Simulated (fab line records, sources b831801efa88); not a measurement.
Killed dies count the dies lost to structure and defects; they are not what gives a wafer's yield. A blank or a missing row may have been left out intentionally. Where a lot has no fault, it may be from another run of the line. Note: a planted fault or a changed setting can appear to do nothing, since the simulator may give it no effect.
One fault seen from 2 desks	flow sky130	only its own numbers are on each desk; what lay behind them is given at the end

## FROM THE METROLOGY DESK
What the gauges read, lot by lot, whatever tool the lot ran on: means of the sampled wafers that have a number. If a lot's mean is further than 4 standard deviations from the usual mean, the lot is out of limits and carries the mark OUT (the distance appears in the brackets).
Columns: A = LI_CONTACT_W_RS at SKY_LI_CONTACT_RS_MEAS_22, usual 0.284 ohm/sq; B = LI_CONTACT_W_THK at SKY_LI_CONTACT_THK_MEAS_23, usual 394 nm; C = LOCAL_INTERCONNECT_TIN_THK at SKY_LOCAL_INTERCONNECT_THK_MEAS_02, usual 101.3 nm; D = cd nm at SKY_LOCAL_INTERCONNECT_CD_MEAS_11, usual 170.0 nm
lot	first seen here	A	B	C	D
L437	day 29 10:22	0.285	390	103.0	168.7
L438	day 30 08:28	0.281	391	101.6	172.4
L439	day 30 10:50	0.285	396	101.5	168.3
L440	day 30 15:17	0.283	394	102.6	169.9
L441	day 30 20:56	0.283	401	100.5	169.5
L442	day 31 09:16	0.282	395	101.9	171.0
L447	day 33 02:21	0.287	391	100.4	170.3
L451	day 34 10:18	0.302 (+4.9) OUT	364 (-4.2) OUT	100.6	169.8
L454	day 35 19:33	0.286	386	101.9	167.2
L456	day 35 21:13	0.286	400	100.6	169.5
L459	day 36 18:31	0.290	391	100.5	170.1
This desk reports L451 out of limits; the earliest was L451 at day 34 10:18 (LI_CONTACT_W_RS at SKY_LI_CONTACT_RS_MEAS_22). L437, L438, L439, L440, L441, L442, L447, L454, L456, L459: within limits.

## AT THE TOOL OWNER'S DESK: cvd w-01
The tool's own readings at SKY_LI_CONTACT_CVD_21 (deposits W, target thk 400 nm, time 120.56 s): means of the sampled wafers that have a number, for each lot that ran on this tool. If a lot's mean is further than 4 standard deviations from the usual mean, the lot is out of limits and carries the mark OUT (the distance appears in the brackets).
Columns: A = chamber pressure Torr at SKY_LI_CONTACT_CVD_21, usual 39.99 Torr; B = heater power outer w at SKY_LI_CONTACT_CVD_21, usual 477 W; C = heater power w at SKY_LI_CONTACT_CVD_21, usual 797 W; D = susceptor temp C at SKY_LI_CONTACT_CVD_21, usual 400.02 C
lot	first seen here	A	B	C	D
L437	day 29 10:15	39.98	566	904	400.08
L441	day 30 20:49	39.99	566	940	400.21
L447	day 33 02:13	38.36 (-19) OUT	572	931	400.10
L451	day 34 10:10	36.65 (-38) OUT	575	898	399.98
This desk's verdict: out of limits on L447, L451, starting with L447 at day 33 02:13 (chamber pressure Torr at SKY_LI_CONTACT_CVD_21). L437, L441: within limits.

## BROUGHT TOGETHER
The tool owner's desk had the chance to raise an alarm at day 33 02:13 on L447, L451.
At day 34 10:18 the metrology desk could have sounded an alarm, on L451.
The metrology desk has L447 on record, within its limits.
Of the lots named, all ran SKY_LI_CONTACT_CVD_21 on cvd w-01.

## WHAT WAS PUT IN BY THE SIMULATOR
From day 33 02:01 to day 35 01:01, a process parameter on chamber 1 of cvd w-01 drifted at SKY_LI_CONTACT_CVD_21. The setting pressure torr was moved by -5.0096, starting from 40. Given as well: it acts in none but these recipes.
Struck lots among those shown: L447, L451.
Hours from the fault's start to each desk's first reading out of limits: the tool owner's desk, 0; the metrology desk, 32.
